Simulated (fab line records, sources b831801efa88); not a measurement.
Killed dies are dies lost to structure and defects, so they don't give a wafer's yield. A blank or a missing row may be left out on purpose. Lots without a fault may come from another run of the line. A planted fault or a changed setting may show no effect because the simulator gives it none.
One fault seen from 2 desks | flow sky130 | each desk has only its own numbers; what lay behind them comes last

THE METROLOGY DESK
What the gauges read, lot by lot, whatever tool the lot ran on: means of the sampled wafers that have a number. A lot is out of limits, marked OUT, if its mean lies more than 4 standard deviations from the usual mean; the brackets give that distance.
Columns: A = INCOMING_BOW at SKY_FIELD_ISO_BOW_MEAS_00, usual 0 um; B = LDD_HVN_TW at SKY_LDD_HVN_TW_MEAS_10, usual 1429; C = CONTACT_W_RS at SKY_CONTACT_RS_MEAS_25, usual 0.335 ohm/sq
lot  | first seen here | A  | B               | C
L881 | day 1 10:04     | -0 | 1437            | 0.334
L882 | day 1 15:04     | -0 | 1435            | 0.341
L884 | day 2 01:00     | 5  | 1442            | 0.335
L885 | day 2 06:00     | 2  | 1446            | 0.335
L887 | day 2 16:02     | -0 | 1423            | 0.333
L888 | day 2 21:00     | -1 | 1428            | 0.332
L889 | day 3 02:00     | -5 | 1436            | 0.335
L892 | day 3 17:00     | 0  | 1441            | 0.338
L893 | day 3 22:00     | -5 | 1432            | 0.332
L895 | day 4 08:00     | 2  | 1419            | 0.334
L896 | day 4 13:01     | 3  | 1333 (-8.0) OUT | 0.326
L899 | day 5 04:00     | 3  | 1312 (-9.7) OUT | 0.344
L901 | day 5 14:00     | -4 | 1433            | 0.333
L904 | day 6 05:00     | 2  | 1424            | 0.337
This desk's finding: out of limits on L896, L899; first on L896, day 25 19:57 (LDD_HVN_TW at SKY_LDD_HVN_TW_MEAS_10). In limits: L881, L882, L884, L885, L887, L888, L889, L892, L893, L895, L901, L904.

THE TOOL OWNER'S DESK: litho_track-01
The tool's own readings at SKY_LDD_HVN_DEVELOP_06 (develop time 60 s): means of the sampled wafers that have a number, for each lot that ran on this tool. A lot is out of limits, marked OUT, if its mean lies more than 4 standard deviations from the usual mean; the brackets give that distance.
Columns: A = exhaust_pa at SKY_LDD_HVN_DEVELOP_06, usual 45.0 Pa
lot  | first seen here | A
L888 | day 22 22:51    | 44.3
L892 | day 24 02:21    | 46.4
L895 | day 25 13:48    | 45.7
L896 | day 25 19:31    | 44.7
L899 | day 27 02:45    | 44.6
This desk's finding: nothing out of limits on any of the 5 lots.

PUT TOGETHER
The metrology desk could have raised an alarm at day 25 19:57, on L896, L899.
The tool owner's desk saw nothing out of limits.
The tool owner's desk has L896, L899 on record, within its limits.
Of the lots named, all ran SKY_LDD_HVN_DEVELOP_06 on litho_track-01.

WHAT THE SIMULATOR HAD PUT IN
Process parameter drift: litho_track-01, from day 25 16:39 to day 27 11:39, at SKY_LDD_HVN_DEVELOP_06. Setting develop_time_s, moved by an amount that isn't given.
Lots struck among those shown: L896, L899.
Hours from the fault's start to each desk's first reading out of limits: the metrology desk, 3.
